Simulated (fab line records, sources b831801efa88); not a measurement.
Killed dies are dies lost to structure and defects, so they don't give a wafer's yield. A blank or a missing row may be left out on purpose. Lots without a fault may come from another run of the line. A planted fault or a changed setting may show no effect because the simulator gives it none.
Which tool did it? | flow sky130 | 11 lots, 33 wafers sampled, at 4 steps of a route of 708

WHAT THE GAUGES READ, wafer by wafer
SKY_VIA2_RS_MEAS_22: measures by four-point-probe.
lot  | measured     | on            | VIA2_W_RS (ohm/sq)
L388 | day 36 11:46 | film_metro-03 | 0.2762 0.2738 0.2740
L389 | day 36 11:33 | film_metro-03 | 0.2796 0.2770 0.2796
L390 | day 36 20:16 | film_metro-01 | 0.2732 0.2746 0.2729
L396 | day 38 14:05 | film_metro-01 | 0.2751 0.2725 0.2740
L397 | day 39 03:52 | film_metro-04 | 0.2738 0.2760 0.2732
L399 | day 39 19:25 | film_metro-03 | 0.2710 0.2730 0.2736
L401 | day 40 02:14 | film_metro-01 | 0.2739 0.2784 0.2738
L403 | day 40 23:39 | film_metro-04 | 0.2728 0.2739 0.2712
L404 | day 42 03:44 | film_metro-04 | 0.2733 0.2702 0.2722
L407 | day 42 07:12 | film_metro-04 | 0.2785 0.2811 0.2751
L411 | day 43 08:50 | film_metro-03 | 0.2771 0.2766 0.2730

SKY_VIA4_THK_MEAS_20: measures by xrf.
lot  | measured     | on            | VIA4_W_THK (nm)
L388 | day 43 01:00 | film_metro-04 | 488 480 496
L389 | day 43 00:49 | film_metro-04 | 497 486 491
L390 | day 43 05:47 | film_metro-03 | 491 477 483
L396 | day 44 19:30 | film_metro-01 | 482 501 473
L397 | day 45 07:22 | film_metro-03 | 501 495 496
L399 | day 45 21:52 | film_metro-01 | 480 483 478
L401 | day 46 04:30 | film_metro-03 | 486 484 485
L403 | day 46 22:32 | film_metro-03 | 488 492 489
L404 | day 47 20:49 | film_metro-03 | 496 503 490
L407 | day 48 00:12 | film_metro-01 | 484 479 481
L411 | day 48 19:03 | film_metro-01 | 486 489 483

WHICH TOOL RAN EACH LOT (tool, then ch and the chambers of the sampled wafers, then the start)
lot  | SKY_FIELD_ISO_CVD_24            | SKY_METAL2_STRIP_20
L388 | hdpcvd-01 ch 0,1, day 2 09:45   | plasma_asher-03 ch 0,1, day 35 08:47
L389 | hdpcvd-01 ch 0,1, day 2 12:01   | plasma_asher-02 ch 0,1, day 35 08:20
L390 | hdpcvd-02 ch 0,1,2, day 2 17:44 | plasma_asher-02 ch 0,1, day 35 17:01
L396 | hdpcvd-02 ch 0,1,2, day 4 00:52 | plasma_asher-03 ch 0,1, day 37 09:56
L397 | hdpcvd-02 ch 0,1,2, day 4 05:11 | plasma_asher-02 ch 1, day 38 00:17
L399 | hdpcvd-02 ch 1,2, day 4 16:49   | plasma_asher-01 ch 0,1, day 38 16:35
L401 | hdpcvd-01 ch 1,2, day 5 01:20   | plasma_asher-03 ch 0,1, day 38 22:56
L403 | hdpcvd-01 ch 0,1,2, day 5 12:53 | plasma_asher-01 ch 0,1, day 39 21:43
L404 | hdpcvd-01 ch 0,1,2, day 6 01:42 | plasma_asher-03 ch 0,1, day 41 01:55
L407 | hdpcvd-01 ch 0,1, day 6 11:23   | plasma_asher-02 ch 0,1, day 41 05:28
L411 | hdpcvd-02 ch 0,2, day 7 12:46   | plasma_asher-03 ch 0,1, day 42 07:37
- SKY_FIELD_ISO_CVD_24: deposits SiO2, target thk 595 nm, time 99.2 s.
- SKY_METAL2_STRIP_20: strips in O2/N2.

WHAT THE TOOLS THEMSELVES READ (means of the sampled wafers that have a number; where no wafer has one, the mark that the record gives instead)
SKY_FIELD_ISO_CVD_24.
lot  | tool      | susceptor_temp_C (C)
L388 | hdpcvd-01 | 649.94
L389 | hdpcvd-01 | 650.04
L390 | hdpcvd-02 | 650.20
L396 | hdpcvd-02 | 649.79
L397 | hdpcvd-02 | 650.23
L399 | hdpcvd-02 | 649.87
L401 | hdpcvd-01 | 650.07
L403 | hdpcvd-01 | 650.10
L404 | hdpcvd-01 | 650.10
L407 | hdpcvd-01 | 650.02
L411 | hdpcvd-02 | 649.91

SKY_METAL2_STRIP_20.
lot  | tool            | drypump_motor_current_A (A) | o2_flow_sccm (sccm) | oes_product_au (a.u.) | strip_time_to_endpoint_s (s)
L388 | plasma_asher-03 | 5.59                        | 2996                | 0.340                 | 2.71
L389 | plasma_asher-02 | 5.48                        | 2992                | 0.348                 | 2.74
L390 | plasma_asher-02 | 5.48                        | 3003                | 0.344                 | 2.69
L396 | plasma_asher-03 | 5.59                        | 2989                | 0.338                 | 2.71
L397 | plasma_asher-02 | 5.51                        | 2988                | 0.345                 | 2.72
L399 | plasma_asher-01 | 5.40                        | 2990                | 0.342                 | 2.70
L401 | plasma_asher-03 | 5.61                        | 2993                | 0.342                 | 2.64
L403 | plasma_asher-01 | 5.39                        | 3001                | 0.344                 | 2.67
L404 | plasma_asher-03 | 5.77                        | 2999                | 0.341                 | 2.70
L407 | plasma_asher-02 | 5.51                        | 3001                | 0.342                 | 2.68
L411 | plasma_asher-03 | 5.60                        | 2999                | 0.344                 | 2.72

THE ANSWER, worked out from the rows above alone
Rule: what is usual is taken from the lots themselves. Put in order of their means at a reading, lots are off if they are a third of the lots or fewer, leave a main group of 4 or more, and stand apart from it by a gap of 3 or more times the standard deviation of the main group's means; of several such gaps the widest counts. A main group whose means are all the same, to the digits that the tables above print for the reading, isn't used. A lot without any number at a reading at which 4 lots or more have one is off too. The other lots that the step has rows for count as sound. The gauges are gone through in route order, then the tools' own readings, and for those a lot's mean is taken as printed above. The first step at which some lot is off is used, and at that step the reading that is off furthest; a lot without a number counts as furthest.
No lot is off at any reading shown: from this, nothing can be told.

WHAT THE SIMULATOR HAD PUT IN
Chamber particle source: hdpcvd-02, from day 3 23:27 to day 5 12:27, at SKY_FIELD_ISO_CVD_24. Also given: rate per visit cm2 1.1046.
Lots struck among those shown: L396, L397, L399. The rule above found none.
